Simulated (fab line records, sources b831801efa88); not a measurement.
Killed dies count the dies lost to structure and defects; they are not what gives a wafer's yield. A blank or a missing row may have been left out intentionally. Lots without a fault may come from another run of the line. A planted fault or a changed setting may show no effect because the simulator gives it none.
A lot that was struck, set against a sound lot :: flow sky130 :: 14 steps out of a route of 708
Sound: the wafers L587.3, L587.4, L587.6. The struck wafers were L576.4, L576.5, L576.6. The cause is named last.
For every step that has rows: the tool of each side, followed by ch and its chambers, followed by its first start. Under that, the readings that differ: sound wafers :: struck wafers :: difference of the means :: sigmas: that difference in standard deviations of wafers without a fault.
alike: readings with means less than 2 such deviations apart, plus words and numbers identical on both sides. not compared: withheld readings, readings lacking a value on some wafer, bounds such as >300 that could conceal the same value, and numbers that have no deviation in the record and whose values overlap.
The two part at a step that has a row with sigmas, a row that says differs or no value, or rows on one side only. Numbers that have no deviation but don't overlap get no sigmas and don't part them. Lack of a reading on every wafer of one side parts them only where that side has two or more wafers.

SKY_SD_N_RS_MEAS_17: a four-point-probe measurement.
  sound on film metro-01 at day 33 22:58; struck on film metro-02 at day 30 07:01
reading: SD_P_RS (ohm/sq)
sound: 147.2 147.0 146.9
struck: 146.3 146.5 146.1
difference: -0.7
sigmas: -2
SKY_SD_N_RS_MEAS_18: a four-point-probe measurement.
  sound on film metro-01 at day 33 23:05; struck on film metro-02 at day 30 07:08
  alike: RES_XHIGH_RS
then, 2 steps without rows for these wafers: SKY_SALICIDE_CLEAN_00 (cleans in HF-last, time 30 s); SKY_LI_CONTACT_HDPCVD_00 (deposits PSG, target thk 930 nm, time 155 s).
SKY_LI_CONTACT_THK_MEAS_01:
  sound on film metro-04 at day 33 23:18; struck on film metro-01 at day 30 07:21
  alike: LI_CONTACT_HDPCVD_THK
SKY_LI_CONTACT_CMP_02: polishes PSG.
  sound on cmp-01 ch 2,3, day 33 23:20; struck on cmp-01 ch 1,2,3, day 30 07:29
  alike: edge zone pressure frac, motor current A, platen rpm, time to endpoint s
SKY_LI_CONTACT_BOW_MEAS_03:
  sound on film metro-02 at day 33 23:41; struck on film metro-01 at day 30 07:44
  alike: LI_CONTACT_BOW
then, 5 steps without rows for these wafers: SKY_LI_CONTACT_DEHYDRATE_04 (time 60 s); SKY_LI_CONTACT_HMDS_05 (prime time 60 s); SKY_LI_CONTACT_COAT_06 (resist thk 60 nm); SKY_LI_CONTACT_COAT_07 (resist thk 450 nm); SKY_LI_CONTACT_SOFTBAKE_08 (time 90 s).
SKY_LI_CONTACT_EXPOSE_09: exposes mask LICM1, target cd 170 nm.
  struck on krf scanner-01, day 30 21:17; sound on krf scanner-02 ch 0, day 34 12:46
  no value came back on the struck wafers for exposure dose mJ cm2, focus offset nm (nm), stage vel mm s (mm/s); on the sound wafers exposure dose mJ cm2 reads 37.97 38.00 37.92
  alike: mask
after that, 1 step had no rows for these wafers: SKY_LI_CONTACT_PEB_10.

WHERE THEY PART
First at SKY_SD_N_RS_MEAS_17; last, within this record, at SKY_LI_CONTACT_EXPOSE_09.

WHY: what had been put in by the simulator
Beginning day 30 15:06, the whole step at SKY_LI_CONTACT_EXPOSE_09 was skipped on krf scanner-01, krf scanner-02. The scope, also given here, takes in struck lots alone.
